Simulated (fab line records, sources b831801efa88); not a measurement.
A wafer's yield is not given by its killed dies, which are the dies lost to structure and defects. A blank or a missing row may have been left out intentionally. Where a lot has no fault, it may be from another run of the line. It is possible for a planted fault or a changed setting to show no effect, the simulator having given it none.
A single fault, viewed from 2 desks	flow sky130	numbers are kept per desk, each desk with only its own; the story behind them comes last

## FOR THE TOOL OWNER'S DESK: implanter-01
The tool's own readings at SKY_NWELL_IMPLANT_11, given as means over the sampled wafers that have a number, one for each lot that went through this tool. The brackets show how far a lot's mean lies from the usual mean; more than 4 standard deviations puts the lot out of limits, marked OUT.
Columns: A = dose-ions-cm2 at SKY_NWELL_IMPLANT_11, usual 1.8998e+13; B = faraday-current-uA at SKY_NWELL_IMPLANT_11, usual 107.2
lot	first seen here	A	B
L571	day 6 10:41	1.8979e+13	106.1
L575	day 7 01:40	1.8995e+13	106.7
L578	day 7 14:40	1.8999e+13	109.4
L581	day 8 08:22	1.9003e+13	107.0
L587	day 9 20:19	1.3646e+13 (-99 or more) OUT	76.0 (-15) OUT
L588	day 9 22:55	1.3640e+13 (-99 or more) OUT	76.7 (-15) OUT
This desk finds L587, L588 out of limits, L587 being first, at day 9 20:19 (dose-ions-cm2 at SKY_NWELL_IMPLANT_11). Within limits: L571, L575, L578, L581.

## AT THE METROLOGY DESK
What the gauges read for every lot (on any tool): the sampled wafers with a number, averaged. The brackets show how far a lot's mean lies from the usual mean; more than 4 standard deviations puts the lot out of limits, marked OUT.
Columns: A = FIELD_ISO_OXIDATION_01_THK at SKY_FIELD_ISO_THK_MEAS_23, usual 10.11 nm; B = PWDE_OVL at SKY_PWDE_OVL_MEAS_07, usual 0.6 nm; C = NWELL_TW at SKY_NWELL_TW_MEAS_15, usual 1832; D = NWELL_RS at SKY_NWELL_RS_MEAS_29, usual 625.0 ohm/sq
lot	first seen here	A	B	C	D
L566	day 2 08:22	10.01	1.0	1845	626.0
L569	day 3 02:53	9.98	-0.6	1824	622.3
L571	day 3 12:36	10.10	-0.5	1840	623.5
L574	day 4 08:47	9.83	0.8	1816	624.4
L575	day 4 08:47	10.35	-1.0	1822	627.2
L576	day 4 14:19	10.20	-0.5	1851	623.5
L577	day 5 01:31	10.00	0.1	1849	625.5
L578	day 5 01:49	10.06	0.3	1822	624.7
L581	day 5 15:43	10.38	2.4	1838	625.3
L587	day 6 21:42	9.92	0.8	1648 (-14) OUT	746.2 (+76) OUT
L588	day 7 04:05	10.21	2.6	1659 (-13) OUT	744.1 (+74) OUT
L589	day 7 08:09	9.93	1.0	1833	626.0
Per this desk, out of limits: L587, L588; the first was L587, day 9 20:52 (NWELL_TW at SKY_NWELL_TW_MEAS_15). Within limits: L566, L569, L571, L574, L575, L576, L577, L578, L581, L589.

## ALL TOGETHER
On L587, L588, at day 9 20:19, an alarm was possible from the tool owner's desk.
L587, L588 would have let the metrology desk raise an alarm at day 9 20:52.
All the named lots went through SKY_NWELL_IMPLANT_11 on implanter-01.

## WHAT THE SIMULATOR HAD PUT IN
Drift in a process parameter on implanter-01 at SKY_NWELL_IMPLANT_11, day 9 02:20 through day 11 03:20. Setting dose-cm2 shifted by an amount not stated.
Lots struck among those shown: L587, L588.
Counting hours from when the fault started, the first reading out of limits came at 18 for the tool owner's desk and at 19 for the metrology desk.
